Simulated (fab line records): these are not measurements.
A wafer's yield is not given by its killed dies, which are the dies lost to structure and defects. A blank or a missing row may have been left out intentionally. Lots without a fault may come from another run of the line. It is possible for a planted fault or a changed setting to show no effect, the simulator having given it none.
Which tool did it? -- flow sky130 -- 13 lots, 39 wafers sampled, at 5 steps of a route of 708

== WHAT EACH GAUGE READ, for each wafer ==
SKY_LDD_P_CD_MEAS_07: target cd 380 nm.
lot,measured,on,cd_nm (nm)
L745,day 19 09:57,cd_sem-02,380.0 378.2 379.8
L746,day 20 05:26,cd_sem-01,379.8 383.5 380.9
L748,day 20 21:28,cd_sem-01,382.4 377.1 382.5
L749,day 21 05:14,cd_sem-01,379.9 382.1 381.2
L752,day 22 13:47,cd_sem-02,379.1 380.3 376.8
L754,day 22 15:01,cd_sem-01,380.3 382.1 382.4
L755,day 22 20:05,cd_sem-02,377.3 377.6 380.9
L760,day 25 03:37,cd_sem-02,378.2 375.4 376.3
L762,day 26 00:47,cd_sem-01,382.2 378.4 379.9
L763,day 26 06:27,cd_sem-01,379.3 378.6 378.6
L764,day 26 09:42,cd_sem-01,379.6 381.1 380.3
L766,day 27 12:25,cd_sem-01,379.1 379.8 379.7
L767,day 27 18:32,cd_sem-02,378.9 382.1 382.6

SKY_LDD_HVN_OVL_MEAS_07.
lot,measured,on,LDD_HVN_OVL (nm)
L745,day 20 18:01,overlay-01,-0.3 1.0 -1.4
L746,day 21 12:57,overlay-01,-0.9 -3.1 -1.8
L748,day 22 04:27,overlay-02,0.3 -0.6 -0.7
L749,day 22 12:38,overlay-02,-0.1 1.7 0.4
L752,day 23 20:15,overlay-01,0.2 2.1 1.3
L754,day 23 21:25,overlay-01,-0.5 -0.7 -1.5
L755,day 24 02:06,overlay-01,-1.0 -0.3 -1.2
L760,day 26 09:53,overlay-02,-0.9 0.4 -0.2
L762,day 27 05:11,overlay-01,-0.3 -0.6 0.1
L763,day 27 11:30,overlay-01,0.0 -0.6 1.3
L764,day 27 14:48,overlay-01,-2.2 -1.2 -2.3
L766,day 28 16:58,overlay-02,-0.3 0.1 -2.0
L767,day 28 23:41,overlay-01,-2.3 -3.2 -1.0

SKY_LDD_HVP_TW_MEAS_10.
lot,measured,on,LDD_HVP_TW
L745,day 22 00:36,film_metro-02,459.3 458.6 461.9
L746,day 22 20:14,film_metro-03,457.8 462.0 459.1
L748,day 23 11:28,film_metro-02,462.7 458.9 459.4
L749,day 23 19:47,film_metro-03,460.7 459.3 459.8
L752,day 25 02:19,film_metro-01,495.0 491.6 494.6
L754,day 25 03:35,film_metro-02,494.0 496.4 492.7
L755,day 25 08:22,film_metro-02,460.6 464.3 460.2
L760,day 27 15:17,film_metro-03,461.8 459.9 464.1
L762,day 28 10:40,film_metro-01,462.0 461.7 461.6
L763,day 28 15:32,film_metro-01,460.6 459.7 461.9
L764,day 28 19:17,film_metro-02,462.7 463.0 464.1
L766,day 29 22:02,film_metro-01,460.7 459.3 459.5
L767,day 30 05:22,film_metro-02,460.0 462.8 460.8

SKY_LDD_LDN_OVL_MEAS_07.
lot,measured,on,LDD_LDN_OVL (nm)
L745,day 23 07:12,overlay-02,0.6 1.6 -0.3
L746,day 24 02:11,overlay-02,1.8 2.7 2.7
L748,day 24 17:29,overlay-02,3.1 2.6 1.8
L749,day 25 01:05,overlay-01,1.9 2.7 2.2
L752,day 26 08:02,overlay-01,0.7 1.4 0.8
L754,day 26 09:29,overlay-01,2.4 1.8 2.1
L755,day 26 14:08,overlay-01,4.0 2.3 2.1
L760,day 28 19:26,overlay-02,2.7 2.4 1.8
L762,day 29 15:23,overlay-01,1.0 3.4 1.3
L763,day 29 19:44,overlay-02,2.5 2.5 2.7
L764,day 29 23:38,overlay-02,2.3 0.9 1.9
L766,day 31 01:35,overlay-01,0.4 2.1 1.0
L767,day 31 08:38,overlay-01,2.5 0.2 1.3

== TOOL THAT RAN EACH LOT (tool first, then ch and the chambers of the sampled wafers, then the start) ==
lot,SKY_LDD_HVP_IMPLANT_08
L745,"implanter-04 ch 0, day 22 00:23"
L746,"implanter-04 ch 0, day 22 19:59"
L748,"implanter-04 ch 0, day 23 11:14"
L749,"implanter-01 ch 0, day 23 19:32"
L752,"implanter-04 ch 0, day 25 02:05"
L754,"implanter-04 ch 0, day 25 03:20"
L755,"implanter-01 ch 0, day 25 08:07"
L760,"implanter-02 ch 0, day 27 15:04"
L762,"implanter-02 ch 0, day 28 10:25"
L763,"implanter-01 ch 0, day 28 15:17"
L764,"implanter-04 ch 0, day 28 19:02"
L766,"implanter-04 ch 0, day 29 21:47"
L767,"implanter-01 ch 0, day 30 05:07"
- SKY_LDD_HVP_IMPLANT_08

== AS READ BY THE TOOLS THEMSELVES (means over the sampled wafers that have a number; for cases with no such wafer, the mark the record gives instead) ==
SKY_LDD_HVP_IMPLANT_08.
lot,tool,beam_on_s (s),end_station_pressure_torr (Torr),faraday_current_uA
L745,implanter-04,10.03,4.95e-06,95.6
L746,implanter-04,10.00,4.84e-06,95.5
L748,implanter-04,10.08,5.00e-06,94.9
L749,implanter-01,10.09,5.03e-06,94.9
L752,implanter-04,12.94,1.23e-04,74.8
L754,implanter-04,12.77,1.17e-04,75.8
L755,implanter-01,9.78,5.24e-06,97.8
L760,implanter-02,9.76,5.01e-06,98.0
L762,implanter-02,9.76,5.31e-06,98.4
L763,implanter-01,9.98,5.07e-06,96.1
L764,implanter-04,9.95,5.08e-06,96.0
L766,implanter-04,9.90,5.08e-06,96.6
L767,implanter-01,10.08,5.18e-06,95.0

== THE ANSWER, worked out from the rows above alone ==
Rule: what is usual is taken from the lots themselves. Put in order of their means at a reading, lots are off if they are a third of the lots or fewer, leave a main group of 4 or more, and stand apart from it by a gap of 3 or more times the standard deviation of the main group's means; of several such gaps the widest counts. A main group is skipped when, at the precision printed for the reading in the tables above, its means are all equal. Also off: a lot with no number at a reading for which 4 or more lots have one. All remaining lots with rows at the step are treated as sound. Order of review: gauges by route order, followed by the tools' own readings, for which a lot's mean as printed above is used. At the first step where some lot is off, the reading lying furthest off is the one used; lots without a number count as furthest.
Off: at SKY_LDD_HVP_TW_MEAS_10 (LDD_HVP_TW), L752, L754. The main group: mean 460.9, standard deviation 1.1.
If a tool, at a process step before that reading, ran all the lots that are off and no sound lot after the first of them, it fits. Not tried: the gauges at SKY_LDD_HVP_TW_MEAS_10; whatever is off there is also off at SKY_LDD_HVP_IMPLANT_08, on other tools, and gauge error can't account for it. No candidate that was tried fits.

== WHAT THE SIMULATOR HAD INSERTED ==
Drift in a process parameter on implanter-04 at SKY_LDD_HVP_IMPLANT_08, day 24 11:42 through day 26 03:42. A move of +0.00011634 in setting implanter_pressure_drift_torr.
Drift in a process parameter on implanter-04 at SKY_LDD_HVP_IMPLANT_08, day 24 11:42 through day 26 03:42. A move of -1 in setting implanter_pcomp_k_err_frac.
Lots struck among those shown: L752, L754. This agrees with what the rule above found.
